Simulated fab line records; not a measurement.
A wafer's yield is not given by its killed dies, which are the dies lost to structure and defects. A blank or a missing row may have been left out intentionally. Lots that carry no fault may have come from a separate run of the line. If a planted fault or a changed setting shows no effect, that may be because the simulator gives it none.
fab line records :: flow gf180mcu :: part 2 of 2: steps 29 to 38 of 38
[record]
  lots = 5
  wafers = 15
  lastDay = 33
route steps=602 shown PSD@263 SAB@264 SALICIDE@278 CONTACT@287
lots that met no fault: from a run of the same line without faults
startH: the number of hours between the record's first day and the start of the first shown wafer of the lot :: waitH: hours since the lot's step before :: " as in the row above :: L1.1+2: several wafers, shown together as one row :: - no value, or no start given :: * or withheld: withheld :: < > ~ a bound
route shown NAME@n: NAME is a module with steps in the file, n the number in the route of the first one :: usual: mean/standard deviation of fault-free wafers :: same: alike in all rows :: chamber/n: place in a boat :: sites: each site's reading :: _std_site: the standard deviation of these :: _edge_site: inner sites' mean taken away from outer sites' mean :: radiusMm: how far each site lies from the wafer's centre :: mask NAME#n: copy n :: behind: the last tool/chamber to shape the wafer :: hold: cause of the lot's hold/its duration in hours/its outcome :: device: the n, p or np transistor that did not switch :: end of line: tests run on the same wafers once the route is complete :: step lacking rows: just its recipe :: killed: the dies lost at the first sort to structure and to defects; this is not the yield of the wafer :: map: per-die view of a wafer (x killed, . not killed, _ where there is no die)
set.NAME: setting as actually run; set.NAME@STEP: the setting as run at that earlier step :: model.NAME: the simulator's own value behind a step, which no gauge read
a table for each step, a row for each wafer; lots at some steps of the route
services: a tool's chamber out of use, with start hour (startH, from the record's first day; less than 0 if before it), hours out, and reason
[[steps]]
[step GF_CONTACT_CMP_04]
[recipe]
  material = SiO2
  downForcePsi = 4
  platenRpm = 60
  padVelocityMS = 0.94248
[usual]
  motorCurrentA = 12.3/1.1
  timeToEndpointS = 108/5
lot.wafer: L083.3
tool: cmp-02
chamber: 3
startH: 436.12
waitH: 0.0
motorCurrentA: 13.2
timeToEndpointS: 97

lot.wafer: L083.1
tool: cmp-02
chamber: 0
startH: 436.12
waitH: 0.0
motorCurrentA: 13.8
timeToEndpointS: 112

lot.wafer: L083.6
tool: cmp-02
chamber: 0
startH: 436.12
waitH: 0.0
motorCurrentA: 13.3
timeToEndpointS: 104

lot.wafer: L086.2
tool: cmp-02
chamber: 2
startH: 457.41
waitH: 0.0
motorCurrentA: 12.2
timeToEndpointS: 107

lot.wafer: L086.6
tool: cmp-02
chamber: 2
startH: 457.41
waitH: 0.0
motorCurrentA: 11.5
timeToEndpointS: 110

lot.wafer: L086.5
tool: cmp-02
chamber: 3
startH: 457.41
waitH: 0.0
motorCurrentA: 12.9
timeToEndpointS: 117

lot.wafer: L089.2
tool: cmp-01
chamber: 0
startH: 475.71
waitH: 0.1
motorCurrentA: 13.3
timeToEndpointS: 103

lot.wafer: L089.1
tool: cmp-01
chamber: 2
startH: 475.71
waitH: 0.1
motorCurrentA: 11.9
timeToEndpointS: 103

lot.wafer: L089.5
tool: cmp-01
chamber: 0
startH: 475.71
waitH: 0.1
motorCurrentA: 12.4
timeToEndpointS: 108

lot.wafer: L094.1
tool: cmp-02
chamber: 0
startH: 514.39
waitH: 0.1
motorCurrentA: 13.9
timeToEndpointS: 111

lot.wafer: L094.5
tool: cmp-02
chamber: 3
startH: 514.39
waitH: 0.1
motorCurrentA: 13.4
timeToEndpointS: 110

lot.wafer: L094.6
tool: cmp-02
chamber: 0
startH: 514.39
waitH: 0.1
motorCurrentA: 13.2
timeToEndpointS: 117

lot.wafer: L096.1
tool: cmp-01
chamber: 3
startH: 530.10
waitH: 0.1
motorCurrentA: 10.8
timeToEndpointS: 110

lot.wafer: L096.4
tool: cmp-01
chamber: 2
startH: 530.10
waitH: 0.1
motorCurrentA: 12.5
timeToEndpointS: 115

lot.wafer: L096.6
tool: cmp-01
chamber: 0
startH: 530.10
waitH: 0.1
motorCurrentA: 13.5
timeToEndpointS: 116
[step GF_CONTACT_BOW_MEAS_05]
[recipe]
  mode = bow
[usual]
  CONTACT_BOW = 66/6.8
lot.wafer: L083.1
tool: filmMetro-01
chamber: -
startH: 436.42
waitH: 0.2
CONTACT_BOW[um]: 61

lot.wafer: L083.3
tool: filmMetro-01
chamber: -
startH: 436.42
waitH: 0.2
CONTACT_BOW[um]: 63

lot.wafer: L083.6
tool: filmMetro-01
chamber: -
startH: 436.42
waitH: 0.2
CONTACT_BOW[um]: 60

lot.wafer: L086.2
tool: filmMetro-03
chamber: -
startH: 457.73
waitH: 0.3
CONTACT_BOW[um]: 71

lot.wafer: L086.5
tool: filmMetro-03
chamber: -
startH: 457.73
waitH: 0.3
CONTACT_BOW[um]: 56

lot.wafer: L086.6
tool: filmMetro-03
chamber: -
startH: 457.73
waitH: 0.3
CONTACT_BOW[um]: 63

lot.wafer: L089.1
tool: filmMetro-02
chamber: -
startH: 475.96
waitH: 0.1
CONTACT_BOW[um]: 75

lot.wafer: L089.2
tool: filmMetro-02
chamber: -
startH: 475.96
waitH: 0.1
CONTACT_BOW[um]: 73

lot.wafer: L089.5
tool: filmMetro-02
chamber: -
startH: 475.96
waitH: 0.1
CONTACT_BOW[um]: 72

lot.wafer: L094.1
tool: filmMetro-01
chamber: -
startH: 514.64
waitH: 0.2
CONTACT_BOW[um]: 68

lot.wafer: L094.5
tool: filmMetro-01
chamber: -
startH: 514.64
waitH: 0.2
CONTACT_BOW[um]: 70

lot.wafer: L094.6
tool: filmMetro-01
chamber: -
startH: 514.64
waitH: 0.2
CONTACT_BOW[um]: 65

lot.wafer: L096.1
tool: filmMetro-02
chamber: -
startH: 530.40
waitH: 0.2
CONTACT_BOW[um]: 58

lot.wafer: L096.4
tool: filmMetro-02
chamber: -
startH: 530.40
waitH: 0.2
CONTACT_BOW[um]: 53

lot.wafer: L096.6
tool: filmMetro-02
chamber: -
startH: 530.40
waitH: 0.2
CONTACT_BOW[um]: 58
[step GF_CONTACT_DEHYDRATE_06]
[recipe]
  tempC = 200
  timeS = 60
[usual]
  exhaustPa = 45.0/0.92
lot.wafer: L083.1
tool: lithoTrack-01
chamber: 0
startH: 447.58
waitH: 11.1
exhaustPa: 46.1

lot.wafer: L083.3
tool: lithoTrack-01
chamber: 0
startH: 447.58
waitH: 11.1
exhaustPa: 46.0

lot.wafer: L083.6
tool: lithoTrack-01
chamber: 0
startH: 447.58
waitH: 11.1
exhaustPa: 46.3

lot.wafer: L086.2
tool: lithoTrack-04
chamber: 0
startH: 469.22
waitH: 11.5
exhaustPa: 45.6

lot.wafer: L086.5
tool: lithoTrack-04
chamber: 0
startH: 469.22
waitH: 11.5
exhaustPa: 46.5

lot.wafer: L086.6
tool: lithoTrack-04
chamber: 0
startH: 469.22
waitH: 11.5
exhaustPa: 45.8

lot.wafer: L089.1
tool: lithoTrack-01
chamber: 0
startH: 487.22
waitH: 11.2
exhaustPa: 46.6

lot.wafer: L089.2
tool: lithoTrack-01
chamber: 0
startH: 487.22
waitH: 11.2
exhaustPa: 45.9

lot.wafer: L089.5
tool: lithoTrack-01
chamber: 0
startH: 487.22
waitH: 11.2
exhaustPa: 47.7

lot.wafer: L094.1
tool: lithoTrack-02
chamber: 0
startH: 525.35
waitH: 10.7
exhaustPa: 44.3

lot.wafer: L094.5
tool: lithoTrack-02
chamber: 0
startH: 525.35
waitH: 10.7
exhaustPa: 44.3

lot.wafer: L094.6
tool: lithoTrack-02
chamber: 0
startH: 525.35
waitH: 10.7
exhaustPa: 45.5

lot.wafer: L096.1
tool: lithoTrack-04
chamber: 0
startH: 540.79
waitH: 10.4
exhaustPa: 44.5

lot.wafer: L096.4
tool: lithoTrack-04
chamber: 0
startH: 540.79
waitH: 10.4
exhaustPa: 44.7

lot.wafer: L096.6
tool: lithoTrack-04
chamber: 0
startH: 540.79
waitH: 10.4
exhaustPa: 43.4
[step GF_CONTACT_HMDS_07]
[recipe]
  primeTimeS = 60
  primeTempC = 120
[usual]
  exhaustPa = 44.9/0.87
[same]
  primeTimeS = 60
lot.wafer: L083.1
tool: lithoTrack-01
chamber: 0
startH: 447.73
waitH: 0.1
exhaustPa: 45.1

lot.wafer: L083.3
tool: lithoTrack-01
chamber: 0
startH: 447.73
waitH: 0.1
exhaustPa: 44.7

lot.wafer: L083.6
tool: lithoTrack-01
chamber: 0
startH: 447.73
waitH: 0.1
exhaustPa: 43.4

lot.wafer: L086.2
tool: lithoTrack-04
chamber: 0
startH: 469.37
waitH: 0.1
exhaustPa: 46.1

lot.wafer: L086.5
tool: lithoTrack-04
chamber: 0
startH: 469.37
waitH: 0.1
exhaustPa: 45.3

lot.wafer: L086.6
tool: lithoTrack-04
chamber: 0
startH: 469.37
waitH: 0.1
exhaustPa: 46.7

lot.wafer: L089.1
tool: lithoTrack-01
chamber: 0
startH: 487.37
waitH: 0.1
exhaustPa: 46.4

lot.wafer: L089.2
tool: lithoTrack-01
chamber: 0
startH: 487.37
waitH: 0.1
exhaustPa: 44.3

lot.wafer: L089.5
tool: lithoTrack-01
chamber: 0
startH: 487.37
waitH: 0.1
exhaustPa: 44.7

lot.wafer: L094.1
tool: lithoTrack-02
chamber: 0
startH: 525.50
waitH: 0.1
exhaustPa: 45.1

lot.wafer: L094.5
tool: lithoTrack-02
chamber: 0
startH: 525.50
waitH: 0.1
exhaustPa: 43.3

lot.wafer: L094.6
tool: lithoTrack-02
chamber: 0
startH: 525.50
waitH: 0.1
exhaustPa: 45.2

lot.wafer: L096.1
tool: lithoTrack-04
chamber: 0
startH: 540.94
waitH: 0.1
exhaustPa: 43.8

lot.wafer: L096.4
tool: lithoTrack-04
chamber: 0
startH: 540.94
waitH: 0.1
exhaustPa: 45.7

lot.wafer: L096.6
tool: lithoTrack-04
chamber: 0
startH: 540.94
waitH: 0.1
exhaustPa: 45.2
[step GF_CONTACT_COAT_08]
[recipe]
  resist = BARC
  tempC = withheld
  timeS = withheld
  spinRpm = withheld
  resistThkNm = withheld
[usual]
  dispensePressureKPa = 52.9/1
  exhaustPa = 45.0/0.91
lot.wafer: L083.1
tool: lithoTrack-01
chamber: 0
startH: 447.88
waitH: 0.1
dispensePressureKPa: 54.1
exhaustPa: 45.8

lot.wafer: L083.3
tool: lithoTrack-01
chamber: 0
startH: 447.88
waitH: 0.1
dispensePressureKPa: 54.1
exhaustPa: 44.7

lot.wafer: L083.6
tool: lithoTrack-01
chamber: 0
startH: 447.88
waitH: 0.1
dispensePressureKPa: 54.1
exhaustPa: 45.4

lot.wafer: L086.2
tool: lithoTrack-04
chamber: 0
startH: 469.52
waitH: 0.1
dispensePressureKPa: 53.3
exhaustPa: 44.0

lot.wafer: L086.5
tool: lithoTrack-04
chamber: 0
startH: 469.52
waitH: 0.1
dispensePressureKPa: 53.4
exhaustPa: 45.9

lot.wafer: L086.6
tool: lithoTrack-04
chamber: 0
startH: 469.52
waitH: 0.1
dispensePressureKPa: 53.4
exhaustPa: 44.9

lot.wafer: L089.1
tool: lithoTrack-01
chamber: 0
startH: 487.52
waitH: 0.1
dispensePressureKPa: 54.1
exhaustPa: 45.0

lot.wafer: L089.2
tool: lithoTrack-01
chamber: 0
startH: 487.52
waitH: 0.1
dispensePressureKPa: 54.0
exhaustPa: 45.6

lot.wafer: L089.5
tool: lithoTrack-01
chamber: 0
startH: 487.52
waitH: 0.1
dispensePressureKPa: 54.0
exhaustPa: 46.2

lot.wafer: L094.1
tool: lithoTrack-02
chamber: 0
startH: 525.65
waitH: 0.1
dispensePressureKPa: 51.7
exhaustPa: 45.1

lot.wafer: L094.5
tool: lithoTrack-02
chamber: 0
startH: 525.65
waitH: 0.1
dispensePressureKPa: 51.7
exhaustPa: 44.3

lot.wafer: L094.6
tool: lithoTrack-02
chamber: 0
startH: 525.65
waitH: 0.1
dispensePressureKPa: 51.6
exhaustPa: 45.4

lot.wafer: L096.1
tool: lithoTrack-04
chamber: 0
startH: 541.09
waitH: 0.1
dispensePressureKPa: 53.4
exhaustPa: 45.9

lot.wafer: L096.4
tool: lithoTrack-04
chamber: 0
startH: 541.09
waitH: 0.1
dispensePressureKPa: 53.3
exhaustPa: 45.8

lot.wafer: L096.6
tool: lithoTrack-04
chamber: 0
startH: 541.09
waitH: 0.1
dispensePressureKPa: 53.4
exhaustPa: 45.2
[step GF_CONTACT_COAT_09]
[recipe]
  resist = KrF
  spinRpm = withheld
  resistThkNm = 1000
[usual]
  dispensePressureKPa = 52.9/1
  exhaustPa = 44.9/0.8
lot.wafer: L083.1
tool: lithoTrack-01
chamber: 0
startH: -
waitH: -
dispensePressureKPa: 54.1
exhaustPa: 46.3

lot.wafer: L083.3
tool: lithoTrack-01
chamber: 0
startH: -
waitH: -
dispensePressureKPa: 54.2
exhaustPa: 45.5

lot.wafer: L083.6
tool: lithoTrack-01
chamber: 0
startH: -
waitH: -
dispensePressureKPa: 54.2
exhaustPa: 44.6

lot.wafer: L086.2
tool: lithoTrack-04
chamber: 0
startH: -
waitH: -
dispensePressureKPa: 53.3
exhaustPa: 44.9

lot.wafer: L086.5
tool: lithoTrack-04
chamber: 0
startH: -
waitH: -
dispensePressureKPa: 53.4
exhaustPa: 44.3

lot.wafer: L086.6
tool: lithoTrack-04
chamber: 0
startH: -
waitH: -
dispensePressureKPa: 53.3
exhaustPa: 43.7

lot.wafer: L089.1
tool: lithoTrack-01
chamber: 0
startH: -
waitH: -
dispensePressureKPa: 54.2
exhaustPa: 44.6

lot.wafer: L089.2
tool: lithoTrack-01
chamber: 0
startH: -
waitH: -
dispensePressureKPa: 54.2
exhaustPa: 45.2

lot.wafer: L089.5
tool: lithoTrack-01
chamber: 0
startH: -
waitH: -
dispensePressureKPa: 54.2
exhaustPa: 45.7

lot.wafer: L094.1
tool: lithoTrack-02
chamber: 0
startH: -
waitH: -
dispensePressureKPa: 51.6
exhaustPa: 45.0

lot.wafer: L094.5
tool: lithoTrack-02
chamber: 0
startH: -
waitH: -
dispensePressureKPa: 51.7
exhaustPa: 45.3

lot.wafer: L094.6
tool: lithoTrack-02
chamber: 0
startH: -
waitH: -
dispensePressureKPa: 51.7
exhaustPa: 45.0

lot.wafer: L096.1
tool: lithoTrack-04
chamber: 0
startH: -
waitH: -
dispensePressureKPa: 53.4
exhaustPa: 45.0

lot.wafer: L096.4
tool: lithoTrack-04
chamber: 0
startH: -
waitH: -
dispensePressureKPa: 53.4
exhaustPa: 43.5

lot.wafer: L096.6
tool: lithoTrack-04
chamber: 0
startH: -
waitH: -
dispensePressureKPa: 53.3
exhaustPa: 43.8
[step GF_CONTACT_SOFTBAKE_10]
[recipe]
  tempC = 130
  timeS = 60
  resist = KrF
[usual]
  exhaustPa = 45.0/0.94
lot.wafer: L083.1
tool: lithoTrack-01
chamber: 0
startH: -
waitH: -
exhaustPa: 42.2

lot.wafer: L083.3
tool: lithoTrack-01
chamber: 0
startH: -
waitH: -
exhaustPa: 44.1

lot.wafer: L083.6
tool: lithoTrack-01
chamber: 0
startH: -
waitH: -
exhaustPa: 43.3

lot.wafer: L086.2
tool: lithoTrack-04
chamber: 0
startH: -
waitH: -
exhaustPa: 44.6

lot.wafer: L086.5
tool: lithoTrack-04
chamber: 0
startH: -
waitH: -
exhaustPa: 46.1

lot.wafer: L086.6
tool: lithoTrack-04
chamber: 0
startH: -
waitH: -
exhaustPa: 45.5

lot.wafer: L089.1
tool: lithoTrack-01
chamber: 0
startH: -
waitH: -
exhaustPa: 46.1

lot.wafer: L089.2
tool: lithoTrack-01
chamber: 0
startH: -
waitH: -
exhaustPa: 44.8

lot.wafer: L089.5
tool: lithoTrack-01
chamber: 0
startH: -
waitH: -
exhaustPa: 45.8

lot.wafer: L094.1
tool: lithoTrack-02
chamber: 0
startH: -
waitH: -
exhaustPa: 44.0

lot.wafer: L094.5
tool: lithoTrack-02
chamber: 0
startH: -
waitH: -
exhaustPa: 46.1

lot.wafer: L094.6
tool: lithoTrack-02
chamber: 0
startH: -
waitH: -
exhaustPa: 44.1

lot.wafer: L096.1
tool: lithoTrack-04
chamber: 0
startH: -
waitH: -
exhaustPa: 44.9

lot.wafer: L096.4
tool: lithoTrack-04
chamber: 0
startH: -
waitH: -
exhaustPa: 44.6

lot.wafer: L096.6
tool: lithoTrack-04
chamber: 0
startH: -
waitH: -
exhaustPa: 46.6
[step GF_CONTACT_EXPOSE_11]
[recipe]
  maskId = Contact
  targetCdNm = 220
  na = 0.68
  sourceShape = conventional
  sigmaOuter = 0.6
  doseMj = 38
lot.wafer: L083.1+3+6
tool: krfScanner-02
chamber: 0
startH: -
waitH: -
mask: Contact#0

lot.wafer: L086.2+5+6
tool: krfScanner-01
chamber: 0
startH: -
waitH: -
mask: Contact#0

lot.wafer: L089.1+2+5
tool: krfScanner-02
chamber: 0
startH: -
waitH: -
mask: Contact#0

lot.wafer: L094.1+5+6
tool: krfScanner-01
chamber: 0
startH: -
waitH: -
mask: Contact#0

lot.wafer: L096.1+4+6
tool: krfScanner-01
chamber: 0
startH: -
waitH: -
mask: Contact#0
[step GF_CONTACT_PEB_12]
[recipe]
  pebTempC = 135
  pebTimeS = 90
  resist = KrF
[usual]
  exhaustPa = 45.0/0.94
[same]
  pebTimeS = 90
lot.wafer: L083.1
tool: lithoTrack-04
chamber: 0
startH: -
waitH: -
exhaustPa: 45.0

lot.wafer: L083.3
tool: lithoTrack-04
chamber: 0
startH: -
waitH: -
exhaustPa: 45.6

lot.wafer: L083.6
tool: lithoTrack-04
chamber: 0
startH: -
waitH: -
exhaustPa: 46.6

lot.wafer: L086.2
tool: lithoTrack-04
chamber: 0
startH: -
waitH: -
exhaustPa: 45.4

lot.wafer: L086.5
tool: lithoTrack-04
chamber: 0
startH: -
waitH: -
exhaustPa: 45.4

lot.wafer: L086.6
tool: lithoTrack-04
chamber: 0
startH: -
waitH: -
exhaustPa: 45.1

lot.wafer: L089.1
tool: lithoTrack-01
chamber: 0
startH: -
waitH: -
exhaustPa: 46.1

lot.wafer: L089.2
tool: lithoTrack-01
chamber: 0
startH: -
waitH: -
exhaustPa: 43.6

lot.wafer: L089.5
tool: lithoTrack-01
chamber: 0
startH: -
waitH: -
exhaustPa: 45.7

lot.wafer: L094.1
tool: lithoTrack-02
chamber: 0
startH: -
waitH: -
exhaustPa: 46.1

lot.wafer: L094.5
tool: lithoTrack-02
chamber: 0
startH: -
waitH: -
exhaustPa: 46.0

lot.wafer: L094.6
tool: lithoTrack-02
chamber: 0
startH: -
waitH: -
exhaustPa: 45.4

lot.wafer: L096.1
tool: lithoTrack-01
chamber: 0
startH: -
waitH: -
exhaustPa: 44.4

lot.wafer: L096.4
tool: lithoTrack-01
chamber: 0
startH: -
waitH: -
exhaustPa: 46.0

lot.wafer: L096.6
tool: lithoTrack-01
chamber: 0
startH: -
waitH: -
exhaustPa: 46.1
[step GF_CONTACT_DEVELOP_13]
[recipe]
  developTimeS = 60
  resist = KrF
  devTempC = 21
[usual]
  exhaustPa = 45.0/0.92
lot.wafer: L083.1
tool: lithoTrack-04
chamber: 0
startH: 460.09
waitH: 0.2
exhaustPa: 46.2

lot.wafer: L083.3
tool: lithoTrack-04
chamber: 0
startH: 460.09
waitH: 0.2
exhaustPa: 44.6

lot.wafer: L083.6
tool: lithoTrack-04
chamber: 0
startH: 460.09
waitH: 0.2
exhaustPa: 44.6

lot.wafer: L086.2
tool: lithoTrack-04
chamber: 0
startH: 482.22
waitH: 0.2
exhaustPa: 45.7

lot.wafer: L086.5
tool: lithoTrack-04
chamber: 0
startH: 482.22
waitH: 0.2
exhaustPa: 45.1

lot.wafer: L086.6
tool: lithoTrack-04
chamber: 0
startH: 482.22
waitH: 0.2
exhaustPa: 44.9

lot.wafer: L089.1
tool: lithoTrack-01
chamber: 0
startH: 499.77
waitH: 0.2
exhaustPa: 44.8

lot.wafer: L089.2
tool: lithoTrack-01
chamber: 0
startH: 499.77
waitH: 0.2
exhaustPa: 45.1

lot.wafer: L089.5
tool: lithoTrack-01
chamber: 0
startH: 499.77
waitH: 0.2
exhaustPa: 45.5

lot.wafer: L094.1
tool: lithoTrack-02
chamber: 0
startH: 537.15
waitH: 0.2
exhaustPa: 45.4

lot.wafer: L094.5
tool: lithoTrack-02
chamber: 0
startH: 537.15
waitH: 0.2
exhaustPa: 45.7

lot.wafer: L094.6
tool: lithoTrack-02
chamber: 0
startH: 537.15
waitH: 0.2
exhaustPa: 45.7

lot.wafer: L096.1
tool: lithoTrack-01
chamber: 0
startH: 552.87
waitH: 0.2
exhaustPa: 44.1

lot.wafer: L096.4
tool: lithoTrack-01
chamber: 0
startH: 552.87
waitH: 0.2
exhaustPa: 43.8

lot.wafer: L096.6
tool: lithoTrack-01
chamber: 0
startH: 552.87
waitH: 0.2
exhaustPa: 44.2
[[services]]
tool: krfScanner-01
chamber: -
startH: 391.27
hours: 3.6
kind: pm

tool: cmp-01
chamber: -
startH: 402.34
hours: 2.1
kind: repair

tool: pecvd-04
chamber: -
startH: 403.58
hours: 0.8
kind: repair

tool: cmp-02
chamber: -
startH: 404.09
hours: 4.0
kind: pm

tool: cmp-01
chamber: -
startH: 408.12
hours: 4.0
kind: pm

tool: ilineStepper-01
chamber: -
startH: 413.29
hours: 2.8
kind: repair

tool: wetBench-01
chamber: -
startH: 414.97
hours: 8.5
kind: repair

tool: cmp-02
chamber: -
startH: 419.42
hours: 0.7
kind: repair

tool: pecvd-04
chamber: 0
startH: 419.64
hours: 14.1
kind: repair

tool: wetBench-03
chamber: -
startH: 422.27
hours: 4.4
kind: pm

tool: cmp-01
chamber: -
startH: 422.87
hours: 0.9
kind: repair

tool: cmp-02
chamber: -
startH: 423.89
hours: 0.8
kind: repair

tool: rieDiel-03
chamber: 1
startH: 424.19
hours: 10.0
kind: repair

tool: pecvd-03
chamber: -
startH: 431.87
hours: 1.8
kind: repair

tool: ilineStepper-01
chamber: -
startH: 449.27
hours: 28.9
kind: pm

tool: hdpcvd-02
chamber: -
startH: 462.99
hours: 6.0
kind: pm

tool: cmp-02
chamber: -
startH: 467.31
hours: 0.3
kind: repair

tool: hdpcvd-02
chamber: 2
startH: 490.14
hours: 8.0
kind: repair

tool: krfScanner-01
chamber: -
startH: 506.45
hours: 1.0
kind: pm

tool: pvdSputter-04
chamber: -
startH: 515.84
hours: 4.2
kind: repair

tool: krfScanner-01
chamber: -
startH: 517.18
hours: 1.3
kind: pm

tool: pecvd-03
chamber: -
startH: 518.03
hours: 0.8
kind: pm

tool: ilineStepper-01
chamber: -
startH: 526.26
hours: 1.7
kind: pm

tool: pecvd-02
chamber: -
startH: 540.26
hours: 6.0
kind: pm
